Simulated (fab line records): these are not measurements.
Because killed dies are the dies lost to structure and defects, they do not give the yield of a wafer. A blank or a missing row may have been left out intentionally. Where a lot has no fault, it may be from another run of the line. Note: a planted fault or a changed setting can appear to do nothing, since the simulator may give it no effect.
Which tool is to blame? :: flow sky130 :: Sampling: 12 lots, 36 wafers, 2 of 708 route steps

== WHAT EACH GAUGE READ, for each wafer ==
SKY_CONTACT_OVL_MEAS_15. Usual: CONTACT_OVL typically reads 1 nm, with standard deviation 5.5.
lot: L556
measured: day 31 13:11
on: overlay-01
CONTACT_OVL (nm): -4 -2 -1
flag: 

lot: L557
measured: day 31 20:34
on: overlay-01
CONTACT_OVL (nm): 1 8 -2
flag: 

lot: L558
measured: day 31 21:03
on: overlay-01
CONTACT_OVL (nm): -4 4 -8
flag: 

lot: L563
measured: day 34 07:02
on: overlay-01
CONTACT_OVL (nm): -4 3 -2
flag: 

lot: L565
measured: day 34 12:58
on: overlay-02
CONTACT_OVL (nm): 5 1 -2
flag: 

lot: L564
measured: day 34 13:37
on: overlay-02
CONTACT_OVL (nm): 0 0 4
flag: 

lot: L566
measured: day 34 16:55
on: overlay-01
CONTACT_OVL (nm): -1 6 -1
flag: 

lot: L570
measured: day 36 02:39
on: overlay-02
CONTACT_OVL (nm): 13 4 10
flag: 

lot: L571
measured: day 36 09:53
on: overlay-01
CONTACT_OVL (nm): -7 -6 -3
flag: 

lot: L572
measured: day 36 17:17
on: overlay-02
CONTACT_OVL (nm): 5 -2 5
flag: 

lot: L577
measured: day 38 19:26
on: overlay-01
CONTACT_OVL (nm): 0 0 -6
flag: 

lot: L579
measured: day 38 20:59
on: overlay-02
CONTACT_OVL (nm): -2 -7 0
flag: 

== EACH LOT AND THE TOOL THAT RAN IT (in order: tool; ch and the chambers of the sampled wafers; start) ==
lot: L556
SKY_LOCAL_INTERCONNECT_METAL_ETCH_14: rieMetal-02 ch 0,1, day 30 08:01

lot: L557
SKY_LOCAL_INTERCONNECT_METAL_ETCH_14: rieMetal-02 ch 0,1, day 30 15:13

lot: L558
SKY_LOCAL_INTERCONNECT_METAL_ETCH_14: rieMetal-03 ch 1, day 30 15:49

lot: L563
SKY_LOCAL_INTERCONNECT_METAL_ETCH_14: rieMetal-03 ch 1, day 33 03:46

lot: L565
SKY_LOCAL_INTERCONNECT_METAL_ETCH_14: rieMetal-04 ch 0,1, day 33 08:58

lot: L564
SKY_LOCAL_INTERCONNECT_METAL_ETCH_14: rieMetal-03 ch 0,1, day 33 10:04

lot: L566
SKY_LOCAL_INTERCONNECT_METAL_ETCH_14: rieMetal-02 ch 0,1, day 33 13:19

lot: L570
SKY_LOCAL_INTERCONNECT_METAL_ETCH_14: rieMetal-04 ch 0, day 34 22:26

lot: L571
SKY_LOCAL_INTERCONNECT_METAL_ETCH_14: rieMetal-02 ch 1, day 35 05:24

lot: L572
SKY_LOCAL_INTERCONNECT_METAL_ETCH_14: rieMetal-03 ch 0,1, day 35 13:23

lot: L577
SKY_LOCAL_INTERCONNECT_METAL_ETCH_14: rieMetal-02 ch 0,1, day 37 16:52

lot: L579
SKY_LOCAL_INTERCONNECT_METAL_ETCH_14: rieMetal-02 ch 0,1, day 37 18:59
- SKY_LOCAL_INTERCONNECT_METAL_ETCH_14: etches TiN in Cl2/BCl3, stops on PSG, target depth 110 nm, time 31.4 s.

== WHAT THE TOOLS THEMSELVES READ (means of the sampled wafers that have a number; where no wafer has one, the mark that the record gives instead) ==
SKY_LOCAL_INTERCONNECT_METAL_ETCH_14. Usual: chamberPressureMTorr 9.999 mTorr, standard deviation 0.0087; drypumpMotorCurrentA 5.82 A, standard deviation 0.24; heBacksideLeakSccm 3.30 sccm, standard deviation 0.18; oesProductAu 0.942 a.u., standard deviation 0.0074; throttleValvePct 21.900 %, standard deviation 0.011.
lot: L556
tool: rieMetal-02
chamberPressureMTorr (mTorr): 10.008
drypumpMotorCurrentA (A): 5.72
heBacksideLeakSccm (sccm): 3.36
oesProductAu (a.u.): 0.946
throttleValvePct (%): 21.891
flag: 

lot: L557
tool: rieMetal-02
chamberPressureMTorr (mTorr): 10.003
drypumpMotorCurrentA (A): 5.92
heBacksideLeakSccm (sccm): 3.34
oesProductAu (a.u.): 0.944
throttleValvePct (%): 21.894
flag: 

lot: L558
tool: rieMetal-03
chamberPressureMTorr (mTorr): 10.004
drypumpMotorCurrentA (A): 5.70
heBacksideLeakSccm (sccm): 3.28
oesProductAu (a.u.): 0.938
throttleValvePct (%): 21.903
flag: 

lot: L563
tool: rieMetal-03
chamberPressureMTorr (mTorr): 9.995
drypumpMotorCurrentA (A): 5.70
heBacksideLeakSccm (sccm): 3.37
oesProductAu (a.u.): 0.943
throttleValvePct (%): 21.902
flag: 

lot: L565
tool: rieMetal-04
chamberPressureMTorr (mTorr): 9.997
drypumpMotorCurrentA (A): 6.20
heBacksideLeakSccm (sccm): 3.37
oesProductAu (a.u.): 0.928
throttleValvePct (%): 21.928
flag: 

lot: L564
tool: rieMetal-03
chamberPressureMTorr (mTorr): 10.008
drypumpMotorCurrentA (A): 5.70
heBacksideLeakSccm (sccm): 3.51
oesProductAu (a.u.): 0.942
throttleValvePct (%): 21.899
flag: 

lot: L566
tool: rieMetal-02
chamberPressureMTorr (mTorr): 10.012
drypumpMotorCurrentA (A): 5.71
heBacksideLeakSccm (sccm): 3.35
oesProductAu (a.u.): 0.948
throttleValvePct (%): 21.897
flag: 

lot: L570
tool: rieMetal-04
chamberPressureMTorr (mTorr): 10.006
drypumpMotorCurrentA (A): 5.90
heBacksideLeakSccm (sccm): 3.49
oesProductAu (a.u.): 0.944
throttleValvePct (%): 21.888
flag: 

lot: L571
tool: rieMetal-02
chamberPressureMTorr (mTorr): 9.996
drypumpMotorCurrentA (A): 6.07
heBacksideLeakSccm (sccm): 3.26
oesProductAu (a.u.): 0.948
throttleValvePct (%): 21.895
flag: 

lot: L572
tool: rieMetal-03
chamberPressureMTorr (mTorr): 10.003
drypumpMotorCurrentA (A): 5.71
heBacksideLeakSccm (sccm): 3.25
oesProductAu (a.u.): 0.939
throttleValvePct (%): 21.901
flag: 

lot: L577
tool: rieMetal-02
chamberPressureMTorr (mTorr): 9.997
drypumpMotorCurrentA (A): 5.72
heBacksideLeakSccm (sccm): 3.37
oesProductAu (a.u.): 0.944
throttleValvePct (%): 21.904
flag: 

lot: L579
tool: rieMetal-02
chamberPressureMTorr (mTorr): 9.990
drypumpMotorCurrentA (A): 5.90
heBacksideLeakSccm (sccm): 3.27
oesProductAu (a.u.): 0.935
throttleValvePct (%): 21.907
flag: 

== THE ANSWER, worked out from the rows above alone ==
Rule: a lot is off if the mean of its wafers that have a number lies more than 3 standard deviations from the usual mean. A lot without any number at a reading at which 4 lots or more have one is off too. The other lots that the step has rows for count as sound. After the gauges, taken in route order, come the tools' own readings; for these a lot's mean is taken, as printed above. At the first step where some lot is off, the reading lying furthest off is the one used; lots without a number count as furthest.
Nothing can be told from this: no lot is off at any reading shown.

== WHAT THE SIMULATOR PUT IN ==
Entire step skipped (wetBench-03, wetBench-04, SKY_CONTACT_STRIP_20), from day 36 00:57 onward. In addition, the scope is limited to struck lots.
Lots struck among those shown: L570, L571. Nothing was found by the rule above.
